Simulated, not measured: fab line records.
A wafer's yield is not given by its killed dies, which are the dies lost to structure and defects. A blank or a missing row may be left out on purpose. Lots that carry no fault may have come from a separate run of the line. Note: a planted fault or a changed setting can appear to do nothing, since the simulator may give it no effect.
A struck lot beside a sound one ; flow gf180mcu ; 16 steps out of a route of 602
Sound: wafers L621.1, L621.3, L621.4. Struck: wafer L629.4 (L629.2, L629.5, from the same lot, were not struck and are left out); the cause is given at the end.
For every step that has rows: the tool of each side, followed by ch and its chambers, followed by its first start. Under that, the readings that differ: sound wafers ; struck wafers ; difference of the means ; sigmas: that difference in standard deviations of wafers without a fault.
alike: same words and numbers on both sides, and readings whose means sit less than 2 such deviations apart. not compared: any withheld reading, any reading some wafer has no value for, any bound like >300 that may hide the same value, and any number with overlapping values for which the record gives no deviation.
The two part at a step that has a row with sigmas, a row that says differs or no value, or rows on one side only. Numbers that don't overlap but have no deviation are shown without sigmas and don't part them. A reading missing from all wafers of one side parts the sides only when that side holds two or more wafers.

first, 1 step without rows for these wafers: GF_STI_OXIDATION_01 (stabilise 600 s, purge 300 s, target thk 10 nm).
GF_STI_THK_MEAS_02:
  sound on film_metro-03, day 1 16:31; struck on film_metro-01, day 3 08:31
reading;sound;struck;difference;sigmas
STI_OXIDATION_THK (nm);9.80 9.93 9.91;10.26;+0.38;+3
then, 1 step without rows for these wafers: GF_STI_CVD_03 (deposits Si3N4 from DCS/NH3, target thk 207.16 nm, time 3551 s).
GF_STI_THK_MEAS_04:
  sound on film_metro-03, day 1 18:34; struck on film_metro-02, day 3 10:34
  alike: STI_CVD_03_THK
then, 7 steps without rows for these wafers: GF_STI_DEHYDRATE_05 (time 60 s); GF_STI_HMDS_06 (prime time 60 s); GF_STI_COAT_07 (resist thk 700 nm); GF_STI_SOFTBAKE_08 (time 60 s); GF_STI_EXPOSE_09 (exposes mask COMP, target cd 220 nm); GF_STI_PEB_10 (peb time 90 s); GF_STI_DEVELOP_11 (develop time 60 s).
GF_STI_CD_MEAS_12: target cd 220 nm.
  sound on cd_sem-01, day 2 06:19; struck on cd_sem-02, day 3 23:20
  alike: cd_nm
GF_STI_ETCH_13: etches the open film in CHF3/O2, stops on Si, target depth 282.31 nm, time 112.9 s.
  sound on rie_diel-03 ch 0,1,3, day 2 06:26; struck on rie_diel-03 ch 3, day 3 23:26
reading;sound;struck;difference;sigmas
oes_product_au (a.u.);0.825 0.835 0.827;0.816;-0.013;-2
  alike: drypump_motor_current_A, rf_fwd_power_W, throttle_valve_pct
  not compared: rf_hours_counter_h, model.KrF_of_STI_COAT_07.thk_nm
GF_STI_ETCH_14: etches Si in HBr/Cl2/O2, target depth 360 nm, time 102.9 s.
  sound on rie_si-02 ch 0,2,3, day 2 06:31; struck on rie_si-02 ch 0, day 3 23:31
  alike: drypump_motor_current_A, oes_product_au, rf_fwd_power_W, throttle_valve_pct
  not compared: rf_hours_counter_h, model.KrF_of_STI_COAT_07.thk_nm
GF_STI_STRIP_15: strips in O2/N2.
  sound on plasma_asher-03 ch 0,1, day 2 06:36; struck on plasma_asher-02 ch 0, day 3 23:35
  alike: drypump_motor_current_A, heater_power_w, oes_product_au, strip_time_to_endpoint_s
  not compared: rf_hours_counter_h
GF_PASSIVATION_PROBE_99:
  rows exist in the record for the sound wafers here (prober-02, day 29 14:56), none for the struck ones

WHERE THEY PART
Earliest at GF_STI_THK_MEAS_02; latest, in this record, at GF_PASSIVATION_PROBE_99.

WHY: whatever the simulator had introduced
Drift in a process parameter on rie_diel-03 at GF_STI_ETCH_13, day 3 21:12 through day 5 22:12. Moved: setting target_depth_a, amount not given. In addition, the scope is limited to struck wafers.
